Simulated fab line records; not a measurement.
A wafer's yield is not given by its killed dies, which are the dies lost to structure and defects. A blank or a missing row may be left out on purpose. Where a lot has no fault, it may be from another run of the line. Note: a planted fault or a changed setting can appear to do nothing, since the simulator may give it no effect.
fab line records + flow sky130
record:
- lots: 6
- wafers: 18
- last-day: 52
route steps=708 shown METAL1@448 VIA1@458 PAD_OPEN@708
lots that met no fault: from a run of the same line without faults
start-h: hours from the record's opening day to when the first of the lot's shown wafers began + wait-h: hours from the lot's prior step to this one + " as in the row above + L1.1+2: several wafers, shown together as one row + - value missing, or start not given + * or withheld: withheld + < > ~ a bound
route shown NAME@n: NAME is a module with steps in the file, n the number in the route of the first one + usual: average and standard deviation across the fault-free wafers + same: alike in all rows + chamber/n: place in a boat + sites: readings site by site + _std_site: how widely they spread, as a standard deviation + _edge_site: outer sites' mean less inner sites' + radius-mm: for every site, how far away it sits from the centre of the wafer + mask NAME#n: copy n + behind: tool/chamber where the wafer was last shaped + hold: why the lot went on hold/how many hours it stayed there/how the hold came to an end + device: names the non-switching transistor (n, p or np) + end of line: tests of these same wafers at the route's end + a step given without rows: its recipe and nothing more + killed: not the wafer's yield, but the dies lost to structure and defects at the first sort + map: dies across one wafer; x = killed, . = not, _ = none there
set.NAME: the setting that was run; set.NAME@STEP: the one run at that earlier step + model.NAME: the simulator's own value behind a step, which no gauge read
a table for each step, a row for each wafer; lots at some steps of the route
services: the hour from which a tool's chamber was out of use, counted from the record's first day as start-h (under 0 if before that day), plus the number of hours and why
== steps ==
step: SKY_METAL1_DEVELOP_14
recipe:
- develop-time-s: 60
- resist: KrF-thick
- dev-temp-c: 21
step: SKY_METAL1_CD_MEAS_15
recipe:
- target-cd-nm: 140
usual:
- cd-nm: 140.4/1.4
| lot.wafer | tool      | chamber | start-h | wait-h | cd-nm |
|-----------|-----------|---------|---------|--------|-------|
| L850.2    | cd-sem-02 | -       | 712.46  | -      | 136.8 |
| L850.4    | "         | -       | "       | "      | 137.3 |
| L850.5    | "         | -       | "       | "      | 138.0 |
| L857.1    | cd-sem-02 | -       | 763.76  | -      | 140.8 |
| L857.5    | "         | -       | "       | "      | 142.9 |
| L857.6    | "         | -       | "       | "      | 142.7 |
| L859.2    | cd-sem-02 | -       | 765.63  | -      | 140.2 |
| L859.4    | "         | -       | "       | "      | 138.7 |
| L859.5    | "         | -       | "       | "      | 138.8 |
| L866.2    | cd-sem-01 | -       | 819.81  | -      | 141.4 |
| L866.4    | "         | -       | "       | "      | 140.4 |
| L866.5    | "         | -       | "       | "      | 141.6 |
| L867.1    | cd-sem-01 | -       | 1008.46 | -      | 140.0 |
| L867.3    | "         | -       | "       | "      | 140.2 |
| L867.5    | "         | -       | "       | "      | 140.6 |
| L868.1    | cd-sem-02 | -       | 1009.76 | -      | 141.4 |
| L868.3    | "         | -       | "       | "      | 140.8 |
| L868.5    | "         | -       | "       | "      | 143.0 |
step: SKY_METAL1_OVL_MEAS_16
usual:
- METAL1_OVL: 0/4.7
| lot.wafer | tool       | chamber | start-h | wait-h | METAL1_OVL[nm] |
|-----------|------------|---------|---------|--------|----------------|
| L850.2    | overlay-02 | -       | 712.56  | 0.1    | -3             |
| L850.4    | "          | -       | "       | "      | 0              |
| L850.5    | "          | -       | "       | "      | 0              |
| L857.1    | overlay-01 | -       | 763.88  | 0.1    | -4             |
| L857.5    | "          | -       | "       | "      | -3             |
| L857.6    | "          | -       | "       | "      | 4              |
| L859.2    | overlay-02 | -       | 765.73  | 0.1    | -2             |
| L859.4    | "          | -       | "       | "      | -2             |
| L859.5    | "          | -       | "       | "      | -4             |
| L866.2    | overlay-02 | -       | 819.91  | 0.1    | -2             |
| L866.4    | "          | -       | "       | "      | -2             |
| L866.5    | "          | -       | "       | "      | -6             |
| L867.1    | overlay-02 | -       | 1008.58 | 0.1    | 4              |
| L867.3    | "          | -       | "       | "      | 1              |
| L867.5    | "          | -       | "       | "      | 2              |
| L868.1    | overlay-01 | -       | 1009.88 | 0.1    | -3             |
| L868.3    | "          | -       | "       | "      | -2             |
| L868.5    | "          | -       | "       | "      | -2             |
step: SKY_METAL1_DESCUM_17
recipe:
- chemistry: O2
- source-power-w: 150
- bias-power-w: 0
- pressure-mtorr: 10
- temp-c: 40
- time-s: 8
usual:
- drypump-motor-current-A: 5.9/0.5
- oes-product-au: 0.997/0.0092
| lot.wafer | tool         | chamber | start-h | wait-h | drypump-motor-current-A | oes-product-au | rf-hours-counter-h |
|-----------|--------------|---------|---------|--------|-------------------------|----------------|--------------------|
| L850.2    | rie-metal-04 | 0       | 712.59  | 0.0    | 6.4                     | 0.996          | 1                  |
| L850.4    | "            | 0       | "       | "      | 6.5                     | 0.977          | -                  |
| L850.5    | "            | 0       | "       | "      | 6.5                     | 0.989          | -                  |
| L857.1    | rie-metal-03 | 1       | 763.91  | 0.0    | 5.6                     | 0.998          | 12                 |
| L857.5    | "            | 1       | "       | "      | 5.6                     | 1.002          | -                  |
| L857.6    | "            | 0       | "       | "      | 5.1                     | 0.984          | -                  |
| L859.2    | rie-metal-02 | 0       | 765.76  | 0.0    | 6.5                     | 0.995          | 4                  |
| L859.4    | "            | 1       | "       | "      | 6.1                     | 0.996          | -                  |
| L859.5    | "            | 1       | "       | "      | 6.1                     | 1.003          | -                  |
| L866.2    | rie-metal-02 | 1       | 819.94  | 0.0    | 6.2                     | 1.000          | 9                  |
| L866.4    | "            | 0       | "       | "      | 6.5                     | 1.008          | -                  |
| L866.5    | "            | 1       | "       | "      | 6.1                     | 1.010          | -                  |
| L867.1    | rie-metal-02 | 0       | 1008.61 | 0.0    | 6.5                     | 0.994          | 15                 |
| L867.3    | "            | 1       | "       | "      | 6.1                     | 1.002          | -                  |
| L867.5    | "            | 0       | "       | "      | 6.5                     | 0.990          | -                  |
| L868.1    | rie-metal-04 | 1       | 1009.91 | 0.0    | 5.6                     | 1.009          | 17                 |
| L868.3    | "            | 1       | "       | "      | 5.6                     | 1.007          | -                  |
| L868.5    | "            | 1       | "       | "      | 5.7                     | 1.011          | -                  |
step: SKY_METAL1_ETCH_18
recipe:
- chemistry: N2/H2
- target: BARC
- ion-energy-ev: 200
- bias-w: 100
- pressure-mtorr: 30
- n2-flow-sccm: 100
- h2-flow-sccm: 200
- icp-w: 500
- stop-on: SiO2
- time-s: 45.9
- target-depth-a: 600
usual:
- drypump-motor-current-A: 5.9/0.5
- oes-product-au: 0.856/0.0048
- throttle-valve-pct: 13.225/0.0092
| lot.wafer | tool         | chamber | start-h | wait-h | drypump-motor-current-A | oes-product-au | rf-hours-counter-h | throttle-valve-pct |
|-----------|--------------|---------|---------|--------|-------------------------|----------------|--------------------|--------------------|
| L850.2    | rie-metal-04 | 0       | 712.62  | 0.0    | 6.5                     | 0.852          | 1                  | 13.227             |
| L850.4    | "            | 0       | "       | "      | 6.4                     | 0.852          | -                  | 13.222             |
| L850.5    | "            | 0       | "       | "      | 6.4                     | 0.850          | -                  | 13.228             |
| L857.1    | rie-metal-03 | 1       | 763.94  | 0.0    | 5.6                     | 0.866          | 12                 | 13.215             |
| L857.5    | "            | 1       | "       | "      | 5.6                     | 0.862          | -                  | 13.229             |
| L857.6    | "            | 0       | "       | "      | 5.1                     | 0.856          | -                  | 13.224             |
| L859.2    | rie-metal-02 | 0       | 765.79  | 0.0    | 6.5                     | 0.862          | 4                  | 13.213             |
| L859.4    | "            | 1       | "       | "      | 6.2                     | 0.847          | -                  | 13.233             |
| L859.5    | "            | 1       | "       | "      | 6.2                     | 0.849          | -                  | 13.217             |
| L866.2    | rie-metal-02 | 1       | 819.98  | 0.0    | 6.1                     | 0.864          | 9                  | 13.222             |
| L866.4    | "            | 0       | "       | "      | 6.5                     | 0.850          | -                  | 13.229             |
| L866.5    | "            | 1       | "       | "      | 6.1                     | 0.844          | -                  | 13.223             |
| L867.1    | rie-metal-02 | 0       | 1008.64 | 0.0    | 6.5                     | 0.848          | 15                 | 13.238             |
| L867.3    | "            | 1       | "       | "      | 6.2                     | 0.859          | -                  | 13.223             |
| L867.5    | "            | 0       | "       | "      | 6.5                     | 0.854          | -                  | 13.215             |
| L868.1    | rie-metal-04 | 1       | 1009.94 | 0.0    | 5.7                     | 0.854          | 17                 | 13.231             |
| L868.3    | "            | 1       | "       | "      | 5.6                     | 0.862          | -                  | 13.218             |
| L868.5    | "            | 1       | "       | "      | 5.7                     | 0.857          | -                  | 13.230             |
step: SKY_METAL1_METAL_ETCH_19
recipe:
- target-depth-a: 3600
- stop-on: SiO2
- over-etch-frac: 0.3
- time-s: 78
- chemistry: Cl2/BCl3
- resist-sidewall-deg: 88
- pressure-mtorr: 10
- icp-w: 900
- bias-w: 48.5
- Cl2_flow_sccm: 60
- bcl3-flow-sccm: 30
usual:
- drypump-motor-current-A: 5.9/0.49
- mfc-cl2-sccm: 59.95/0.19
- oes-product-au: 0.855/0.0058
- throttle-valve-pct: 22.264/0.0095
| lot.wafer | tool         | chamber | start-h | wait-h | drypump-motor-current-A | mfc-cl2-sccm | oes-product-au | rf-hours-counter-h | throttle-valve-pct |
|-----------|--------------|---------|---------|--------|-------------------------|--------------|----------------|--------------------|--------------------|
| L850.2    | rie-metal-04 | 0       | 712.69  | 0.0    | 6.4                     | 60.10        | 0.848          | 1                  | 22.285             |
| L850.4    | "            | 0       | "       | "      | 6.4                     | 60.01        | 0.845          | -                  | 22.263             |
| L850.5    | "            | 0       | "       | "      | 6.4                     | 60.01        | 0.856          | -                  | 22.271             |
| L857.1    | rie-metal-03 | 1       | 764.01  | 0.0    | 5.7                     | 60.05        | 0.856          | 12                 | 22.260             |
| L857.5    | "            | 1       | "       | "      | 5.6                     | 60.16        | 0.849          | -                  | 22.260             |
| L857.6    | "            | 0       | "       | "      | 5.1                     | 60.12        | 0.840          | -                  | 22.271             |
| L859.2    | rie-metal-02 | 0       | 765.86  | 0.0    | 6.5                     | 59.76        | 0.844          | 4                  | 22.269             |
| L859.4    | "            | 1       | "       | "      | 6.1                     | 59.74        | 0.853          | -                  | 22.285             |
| L859.5    | "            | 1       | "       | "      | 6.2                     | 59.82        | 0.857          | -                  | 22.251             |
| L866.2    | rie-metal-02 | 1       | 820.04  | 0.0    | 6.2                     | 60.07        | 0.859          | 9                  | 22.274             |
| L866.4    | "            | 0       | "       | "      | 6.5                     | 59.71        | 0.851          | -                  | 22.271             |
| L866.5    | "            | 1       | "       | "      | 6.1                     | 60.05        | 0.858          | -                  | 22.257             |
| L867.1    | rie-metal-02 | 0       | 1008.71 | 0.0    | 6.5                     | 59.65        | 0.852          | 15                 | 22.274             |
| L867.3    | "            | 1       | "       | "      | 6.2                     | 60.05        | 0.851          | -                  | 22.242             |
| L867.5    | "            | 0       | "       | "      | 6.5                     | 59.89        | 0.859          | -                  | 22.235             |
| L868.1    | rie-metal-04 | 1       | 1010.01 | 0.0    | 5.7                     | 60.12        | 0.859          | 17                 | 22.277             |
| L868.3    | "            | 1       | "       | "      | 5.7                     | 60.02        | 0.866          | -                  | 22.254             |
| L868.5    | "            | 1       | "       | "      | 5.6                     | 59.88        | 0.857          | -                  | 22.263             |
step: SKY_METAL1_STRIP_20
recipe:
- chemistry: O2/N2
- power-w: 1400
- pressure-mtorr: 1500
- platen-temp-c: withheld
- o2-flow-sccm: 3000
- n2-flow-sccm: 300
- overash-fraction: 0.5
usual:
- drypump-motor-current-A: 5.85/0.27
- oes-product-au: 0.344/0.005
- strip-time-to-endpoint-s: 2.72/0.043
| lot.wafer | tool            | chamber | start-h | wait-h | drypump-motor-current-A | oes-product-au | rf-hours-counter-h | strip-time-to-endpoint-s |
|-----------|-----------------|---------|---------|--------|-------------------------|----------------|--------------------|--------------------------|
| L850.2    | plasma-asher-03 | 0       | 712.78  | 0.1    | 5.85                    | 0.347          | 88                 | 2.77                     |
| L850.4    | "               | 1       | "       | "      | 6.16                    | 0.342          | -                  | 2.76                     |
| L850.5    | "               | 0       | "       | "      | 5.83                    | 0.354          | -                  | 2.78                     |
| L857.1    | plasma-asher-04 | 0       | 764.10  | 0.1    | 5.55                    | 0.345          | 2                  | 2.71                     |
| L857.5    | "               | 0       | "       | "      | 5.56                    | 0.341          | -                  | 2.72                     |
| L857.6    | "               | 1       | "       | "      | 5.88                    | 0.346          | -                  | 2.77                     |
| L859.2    | plasma-asher-03 | 0       | 765.95  | 0.1    | 5.82                    | 0.346          | 93                 | 2.71                     |
| L859.4    | "               | 0       | "       | "      | 5.80                    | 0.349          | -                  | 2.71                     |
| L859.5    | "               | 0       | "       | "      | 5.82                    | 0.340          | -                  | 2.65                     |
| L866.2    | plasma-asher-04 | 0       | 820.13  | 0.1    | 5.54                    | 0.339          | 8                  | 2.68                     |
| L866.4    | "               | 1       | "       | "      | 5.90                    | 0.346          | -                  | 2.72                     |
| L866.5    | "               | 0       | "       | "      | 5.55                    | 0.339          | -                  | 2.69                     |
| L867.1    | plasma-asher-04 | 0       | 1008.80 | 0.1    | 5.54                    | 0.347          | 25                 | 2.73                     |
| L867.3    | "               | 0       | "       | "      | 5.55                    | 0.347          | -                  | 2.69                     |
| L867.5    | "               | 0       | "       | "      | 5.55                    | 0.350          | -                  | 2.78                     |
| L868.1    | plasma-asher-03 | 0       | 1010.10 | 0.1    | 5.83                    | 0.336          | 119                | 2.62                     |
| L868.3    | "               | 1       | "       | "      | 6.17                    | 0.336          | -                  | 2.64                     |
| L868.5    | "               | 0       | "       | "      | 5.82                    | 0.333          | -                  | 2.66                     |
step: SKY_METAL1_STRIP_21
recipe:
- chemistry: post-etch-residue-remover
- time-s: 1200
- temp-c: 72.5
step: SKY_METAL1_CLEAN_22
recipe:
- chemistry: IPA
- time-s: 180
- temp-c: 25
step: SKY_METAL1_CLEAN_23
recipe:
- chemistry: O3/DIW
- dry: n2-spin
step: SKY_VIA1_HDPCVD_00
recipe:
- material: SiO2
- target-thk-nm: 1030
- sigma-open-frac: 0.3
- time-s: 171.7
- temp-c: 400
- sih4-flow-sccm: 60
- pressure-mtorr: 6
step: SKY_VIA1_THK_MEAS_01
recipe:
- reads: SiO2_of_VIA1_HDPCVD_00
usual:
- VIA1_HDPCVD_THK: 1028/9.2
| lot.wafer | tool          | chamber | start-h | wait-h | VIA1_HDPCVD_THK[nm] |
|-----------|---------------|---------|---------|--------|---------------------|
| L850.2    | film-metro-04 | -       | 713.53  | 0.1    | 1015                |
| L850.4    | "             | -       | "       | "      | 1008                |
| L850.5    | "             | -       | "       | "      | 1004                |
| L857.1    | film-metro-01 | -       | 764.80  | 0.1    | 1037                |
| L857.5    | "             | -       | "       | "      | 1025                |
| L857.6    | "             | -       | "       | "      | 1024                |
| L859.2    | film-metro-01 | -       | 766.66  | 0.1    | 1027                |
| L859.4    | "             | -       | "       | "      | 1035                |
| L859.5    | "             | -       | "       | "      | 1031                |
| L866.2    | film-metro-02 | -       | 820.85  | 0.1    | 1022                |
| L866.4    | "             | -       | "       | "      | 1035                |
| L866.5    | "             | -       | "       | "      | 1021                |
| L867.1    | film-metro-01 | -       | 1009.56 | 0.1    | 1016                |
| L867.3    | "             | -       | "       | "      | 1032                |
| L867.5    | "             | -       | "       | "      | 1023                |
| L868.1    | film-metro-01 | -       | 1010.84 | 0.1    | 1024                |
| L868.3    | "             | -       | "       | "      | 1028                |
| L868.5    | "             | -       | "       | "      | 1013                |
step: SKY_VIA1_CMP_02
recipe:
- material: SiO2
- down-force-psi: 4
- platen-rpm: 60
- pad-velocity-m-s: 0.94248
usual:
- motor-current-A: 11.7/0.96
- platen-rpm: 60.00/0.045
- slurry-filter-dp-kPa: 13.50/0.14
- slurry-flow-ml-min: 150.0/0.42
| lot.wafer | tool   | chamber | start-h | wait-h | motor-current-A | platen-rpm | slurry-filter-dp-kPa | slurry-flow-ml-min |
|-----------|--------|---------|---------|--------|-----------------|------------|----------------------|--------------------|
| L850.2    | cmp-01 | 0       | 713.58  | 0.0    | 10.1            | 60.01      | 13.71                | 150.7              |
| L850.4    | "      | 2       | "       | "      | 10.6            | 59.98      | 13.40                | 150.0              |
| L850.5    | "      | 1       | "       | "      | 11.7            | 60.01      | 13.33                | 149.3              |
| L857.1    | cmp-02 | 1       | 764.96  | 0.1    | 10.2            | 65.95      | 13.48                | 150.0              |
| L857.6    | "      | 3       | "       | "      | 11.9            | 59.99      | 13.54                | 150.0              |
| L857.5    | "      | 0       | "       | "      | 12.0            | 60.03      | 13.55                | 150.4              |
| L859.2    | cmp-02 | 2       | 766.76  | 0.1    | 12.7            | 59.88      | 13.59                | 149.6              |
| L859.4    | "      | 0       | "       | "      | 12.9            | 59.98      | 13.61                | 150.1              |
| L859.5    | "      | 1       | "       | "      | 10.1            | 65.99      | 13.61                | 150.2              |
| L866.2    | cmp-02 | 2       | 821.00  | 0.1    | 13.2            | 59.91      | 13.45                | 150.2              |
| L866.4    | "      | 3       | "       | "      | 12.0            | 60.03      | 13.64                | 150.4              |
| L866.5    | "      | 0       | "       | "      | 11.9            | 60.00      | 13.42                | 150.3              |
| L867.3    | cmp-01 | 1       | 1009.62 | 0.0    | 11.7            | 60.08      | 13.62                | 149.9              |
| L867.1    | "      | 2       | "       | "      | 11.2            | 60.01      | 13.88                | 149.2              |
| L867.5    | "      | 1       | "       | "      | 11.9            | 60.03      | 13.71                | 150.6              |
| L868.3    | cmp-01 | 1       | 1011.14 | 0.3    | 12.1            | 60.01      | 13.39                | 149.9              |
| L868.1    | "      | 3       | "       | "      | 12.5            | 60.03      | 13.45                | 150.2              |
| L868.5    | "      | 1       | "       | "      | 12.1            | 60.02      | 13.41                | 150.2              |
step: SKY_VIA1_BOW_MEAS_03
recipe:
- mode: bow
usual:
- VIA1_BOW: 80/7.3
| lot.wafer | tool          | chamber | start-h | wait-h | VIA1_BOW[um] |
|-----------|---------------|---------|---------|--------|--------------|
| L850.2    | film-metro-02 | -       | 713.90  | 0.3    | 86           |
| L850.4    | "             | -       | "       | "      | 88           |
| L850.5    | "             | -       | "       | "      | 85           |
| L857.1    | film-metro-02 | -       | 765.16  | 0.1    | 79           |
| L857.5    | "             | -       | "       | "      | 84           |
| L857.6    | "             | -       | "       | "      | 79           |
| L859.2    | film-metro-02 | -       | 767.03  | 0.2    | 79           |
| L859.4    | "             | -       | "       | "      | 75           |
| L859.5    | "             | -       | "       | "      | 79           |
| L866.2    | film-metro-04 | -       | 821.22  | 0.2    | 68           |
| L866.4    | "             | -       | "       | "      | 84           |
| L866.5    | "             | -       | "       | "      | 86           |
| L867.1    | film-metro-01 | -       | 1009.92 | 0.2    | 87           |
| L867.3    | "             | -       | "       | "      | 81           |
| L867.5    | "             | -       | "       | "      | 79           |
| L868.1    | film-metro-02 | -       | 1011.44 | 0.1    | 69           |
| L868.3    | "             | -       | "       | "      | 82           |
| L868.5    | "             | -       | "       | "      | 66           |
step: SKY_PAD_OPEN_PROBE_99
usual:
- defect-limited-yield: 82.5/1.9
- killed_at_M0_to_M3: 43/7
- killed_at_M4_up: 2.7/1.6
- killed-at-contacts: 24/5.3
- killed-at-front-end: 16/4.6
- killed-at-other: 0.3/0.53
- killed-dies: 86/9.3
- killed-open: 47/6.9
- killed-short: 38/6.1
- sort_bin_3_pad_short: 0.9/0.4
- sort_bin_5_function: 10.3/1.4
- sort_bin_6_memory: 6.3/1.1
- sort-n-pass: 406/9.3
- sort-yield-pct: 82.5/1.9
same:
- gross-dies: 492
- killed-at-back-side: 0
- sort_bin_4_leakage[%]: 0
- sort_bin_8_speed[%]: 0
| lot.wafer | tool      | chamber | start-h | wait-h | defect-limited-yield[%] | killed_at_M0_to_M3 | killed_at_M4_up | killed-at-contacts | killed-at-front-end | killed-at-other | killed-dies | killed-open | killed-short | sort_bin_3_pad_short[%] | sort_bin_5_function[%] | sort_bin_6_memory[%] | sort-n-pass | sort-yield-pct[%] |
|-----------|-----------|---------|---------|--------|-------------------------|--------------------|-----------------|--------------------|---------------------|-----------------|-------------|-------------|--------------|-------------------------|------------------------|----------------------|-------------|-------------------|
| L850.2    | prober-01 | -       | 1040.56 | 0.1    | 82.1                    | 50                 | 1               | 23                 | 14                  | 0               | 88          | 45          | 43           | 1.0                     | 10.0                   | 6.9                  | 404         | 82.1              |
| L850.4    | prober-01 | -       | 1040.66 | 0.2    | 81.9                    | 41                 | 2               | 32                 | 13                  | 1               | 89          | 53          | 35           | 1.2                     | 9.8                    | 7.1                  | 403         | 81.9              |
| L850.5    | prober-01 | -       | 1040.71 | 0.2    | 79.7                    | 55                 | 2               | 21                 | 22                  | 0               | 100         | 60          | 38           | 0.8                     | 11.4                   | 8.1                  | 392         | 79.7              |
| L867.1    | prober-02 | -       | 1240.62 | 0.1    | 79.3                    | 48                 | 6               | 30                 | 17                  | 1               | 102         | 63          | 39           | 0.8                     | 11.0                   | 8.9                  | 390         | 79.3              |
| L867.3    | prober-02 | -       | 1240.72 | 0.2    | 83.7                    | 42                 | 4               | 15                 | 19                  | 0               | 80          | 46          | 34           | 0.4                     | 9.8                    | 6.1                  | 412         | 83.7              |
| L867.5    | prober-02 | -       | 1240.82 | 0.2    | 80.7                    | 51                 | 2               | 32                 | 10                  | 0               | 95          | 55          | 40           | 0.8                     | 11.2                   | 7.3                  | 397         | 80.7              |
| L868.1    | prober-02 | -       | 1241.26 | 0.1    | 82.9                    | 37                 | 0               | 21                 | 25                  | 1               | 84          | 48          | 35           | 1.4                     | 10.2                   | 5.5                  | 408         | 82.9              |
| L868.3    | prober-02 | -       | 1241.36 | 0.2    | 85.0                    | 26                 | 1               | 26                 | 21                  | 0               | 74          | 38          | 36           | 0.6                     | 9.8                    | 4.7                  | 418         | 85.0              |
| L868.5    | prober-02 | -       | 1241.46 | 0.2    | 82.5                    | 46                 | 7               | 20                 | 12                  | 1               | 86          | 48          | 38           | 0.8                     | 10.6                   | 6.1                  | 406         | 82.5              |
killed by level:class
L850.2 METAL2:geometric-particle:short=10 LI_CONTACT:geometric-particle:open=9 VIA3:geometric-particle:open=8 FIELD_ISO:geometric-particle:short=6 VIA2:geometric-particle:open=5 VIA1:geometric-particle:open=5 METAL2:geometric-particle:open=5 CONTACT:geometric-particle:open=5
L850.4 CONTACT:geometric-particle:open=13 LI_CONTACT:geometric-particle:open=11 VIA1:geometric-particle:open=11 VIA3:geometric-particle:open=8 METAL1:geometric-particle:short=7 FIELD_ISO:geometric-particle:open=5 POLY_GATE:geometric-particle:short=4 LOCAL_INTERCONNECT:geometric-particle:short=4
L850.5 VIA1:geometric-particle:open=19 FIELD_ISO:geometric-particle:open=8 LI_CONTACT:geometric-particle:open=7 CONTACT:geometric-particle:open=7 FIELD_ISO:geometric-particle:short=6 METAL1:geometric-particle:short=6 VIA2:geometric-particle:open=6 METAL2:geometric-particle:short=5
L867.1 VIA1:geometric-particle:open=12 LI_CONTACT:geometric-particle:open=11 CONTACT:geometric-particle:open=11 VIA2:geometric-particle:open=7 METAL1:geometric-particle:short=6 VIA1:geometric-particle:short=6 VIA3:geometric-particle:open=6 POLY_GATE:geometric-particle:open=5
L867.3 VIA1:geometric-particle:open=10 LI_CONTACT:geometric-particle:open=9 FIELD_ISO:geometric-particle:open=6 POLY_GATE:geometric-particle:short=6 VIA3:geometric-particle:open=6 METAL2:geometric-particle:short=5 METAL1:geometric-particle:short=5 VIA2:geometric-particle:open=4
L867.5 LI_CONTACT:geometric-particle:open=13 VIA1:geometric-particle:open=11 CONTACT:geometric-particle:open=9 METAL1:geometric-particle:short=8 LI_CONTACT:geometric-particle:short=6 METAL2:geometric-particle:short=6 VIA3:geometric-particle:open=5 FIELD_ISO:geometric-particle:open=4
L868.1 VIA1:geometric-particle:open=9 LI_CONTACT:geometric-particle:open=8 VIA3:geometric-particle:open=6 FIELD_ISO:geometric-particle:short=5 POLY_GATE:geometric-particle:short=5 POLY_GATE:geometric-particle:open=5 CONTACT:geometric-particle:short=5 METAL2:geometric-particle:short=5
L868.3 CONTACT:geometric-particle:open=9 POLY_GATE:geometric-particle:short=6 LI_CONTACT:geometric-particle:short=6 VIA1:geometric-particle:open=6 FIELD_ISO:geometric-particle:short=5 CONTACT:geometric-particle:short=5 VIA3:geometric-particle:open=5 FIELD_ISO:geometric-particle:open=4
L868.5 VIA3:geometric-particle:open=16 METAL1:geometric-particle:short=10 LI_CONTACT:geometric-particle:open=6 CONTACT:geometric-particle:open=6 VIA2:geometric-particle:open=5 POLY_GATE:geometric-particle:short=4 METAL4:geometric-particle:open=4 POLY_GATE:geometric-particle:open=3
== services ==
| tool            | chamber | start-h | hours | kind                           |
|-----------------|---------|---------|-------|--------------------------------|
| cmp-01          | -       | 702.90  | 0.7   | repair                         |
| cmp-01          | -       | 720.80  | 1.0   | repair                         |
| rie-metal-03    | -       | 725.87  | 2.8   | pm                             |
| plasma-asher-04 | -       | 733.75  | 9.0   | pm                             |
| plasma-asher-04 | 0       | 733.75  | 9.0   | vent-cycle                     |
| plasma-asher-04 | 1       | 733.75  | 9.0   | vent-cycle                     |
| plasma-asher-04 | 0       | 742.75  | -     | clean                          |
| plasma-asher-04 | 1       | 742.75  | -     | clean                          |
| cmp-02          | -       | 744.11  | 4.0   | pm                             |
| cmp-02          | -       | 748.11  | -     | consumable-replace:conditioner |
| rie-metal-02    | -       | 791.50  | 1.4   | pm                             |
| cmp-01          | -       | 814.82  | 1.0   | repair                         |
| cmp-01          | -       | 837.94  | 1.5   | repair                         |
| rie-metal-03    | 0       | 843.20  | 6.2   | repair                         |
| cmp-02          | -       | 852.25  | 0.3   | repair                         |
| rie-metal-02    | -       | 870.42  | 2.8   | pm                             |
| plasma-asher-04 | -       | 892.34  | 11.9  | repair                         |
| cmp-02          | -       | 899.48  | 7.5   | pm                             |
| cmp-01          | -       | 912.12  | 4.0   | pm                             |
| rie-metal-04    | 0       | 920.32  | 3.0   | repair                         |
| plasma-asher-04 | -       | 931.85  | 0.4   | repair                         |
| rie-metal-02    | 1       | 988.70  | 3.0   | repair                         |
| cmp-01          | -       | 1008.04 | 0.6   | repair                         |
| cmp-02          | -       | 1009.75 | 2.4   | repair                         |
== key ==
first-sign:
- step: SKY_VIA1_CMP_02
- reading: platen-rpm
- direction: up
- sigmas: 99+
- usual: 60.00
- struck: 65.97
effect none on later readings
met-at SKY_VIA1_CMP_02
struck-wafers L857.1,L859.5
fault:
- kind: process-parameter-drift
- tool: cmp-02
- chamber: 1
- onset-h: 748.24
- steps: SKY_VIA1_CMP_02
- channel: platen-rpm
- offset: 6
- shape: step
- end-h: 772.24
- acts-in: these-recipes-only
- stated: 60
